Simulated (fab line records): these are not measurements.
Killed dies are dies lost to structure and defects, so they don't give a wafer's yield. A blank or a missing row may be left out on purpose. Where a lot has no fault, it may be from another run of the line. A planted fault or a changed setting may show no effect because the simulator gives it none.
Matching of chambers	flow sky130	SKY_VIA1_CMP_24 on cmp-02: 4 sister chambers
The step polishes, stops on SiO2, t overpolish 15 s, target thk 0 nm. 24 wafers are shown with their chamber, then 12 later ones without.

## WAFERS, EACH WITH ITS CHAMBER
wafer	chamber	motor_current_A (A)	overpolish_run_s (s)	platen_rpm (rpm)
L076.2	1	12.6	14.990	60.02
L076.4	3	10.3	14.992	60.01
L076.6	1	12.6	14.993	60.05
L077.2	1	12.2	14.984	60.01
L077.4	2	9.7	14.995	60.03
L077.5	2	10.0	15.004	59.96
L078.1	2	10.4	15.021	59.97
L078.2	0	9.4	15.011	59.96
L078.3	1	12.5	15.005	60.08
L079.2	2	9.9	15.009	60.02
L079.3	1	12.4	15.007	60.03
L079.5	1	13.1	15.007	60.02
L080.1	1	13.2	15.002	59.98
L080.4	3	10.6	15.004	59.94
L080.5	1	12.9	15.004	59.99
L081.1	3	10.6	14.995	60.00
L081.5	2	9.9	14.992	59.99
L081.6	1	12.6	14.998	60.07
L082.2	2	10.3	15.005	60.08
L082.3	1	12.6	15.005	60.03
L082.5	2	10.1	14.989	60.05
L086.1	0	9.6	15.003	60.00
L086.3	3	10.1	14.993	60.01
L086.4	2	9.9	15.003	59.96

SIGNATURES (averages over the wafers above)
reading	chamber 0	chamber 1	chamber 2	chamber 3	scatter within a chamber
motor_current_A	9.500	12.670	10.025	10.400	0.268
overpolish_run_s	15.00700	14.99950	15.00225	14.99600	0.00848
platen_rpm	59.9800	60.0280	60.0075	59.9900	0.037
Rule: for a wafer and a chamber, the distance is found by dividing, reading by reading, the gap between the wafer's reading and the chamber's mean by the reading's scatter, squaring, summing and taking the root. The wafer belongs to the nearest chamber; if the next one is less than 2 further off, it can't be placed. The scatter: take each reading less its chamber's mean, square it, sum over the shown wafers, divide by the number of wafers less the number of chambers, and take the root.

## WAFERS WITHOUT THEIR CHAMBER
wafer	motor_current_A (A)	overpolish_run_s (s)	platen_rpm (rpm)
L088.1	10.7	15.009	60.02
L088.4	10.0	14.989	59.98
L088.6	10.7	15.003	60.03
L090.1	10.0	14.991	60.06
L090.2	9.7	14.992	59.94
L090.5	12.8	14.991	59.97
L092.2	12.3	15.007	60.07
L092.3	10.0	14.987	60.05
L092.5	10.4	15.010	60.02
L095.1	9.5	14.995	59.99
L095.3	12.5	14.988	60.04
L095.4	10.2	14.998	60.03

## WHICH CHAMBER EACH WENT THROUGH
wafer	from the rows above	in truth
L088.1	can't be placed: 3 or 2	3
L088.4	can't be placed: 3 or 2 or 0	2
L088.6	can't be placed: 3 or 2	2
L090.1	can't be placed: 2 or 3 or 0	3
L090.2	can't be placed: 0 or 2 or 3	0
L090.5	1	1
L092.2	1	1
L092.3	can't be placed: 2 or 3 or 0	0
L092.5	can't be placed: 2 or 3 or 0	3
L095.1	can't be placed: 0 or 2 or 3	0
L095.3	1	1
L095.4	can't be placed: 2 or 3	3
Placed correctly: 3 of 12. From these rows, 9 cannot be placed; in 9 the true chamber is one of the candidates. Number placed wrongly: 0.
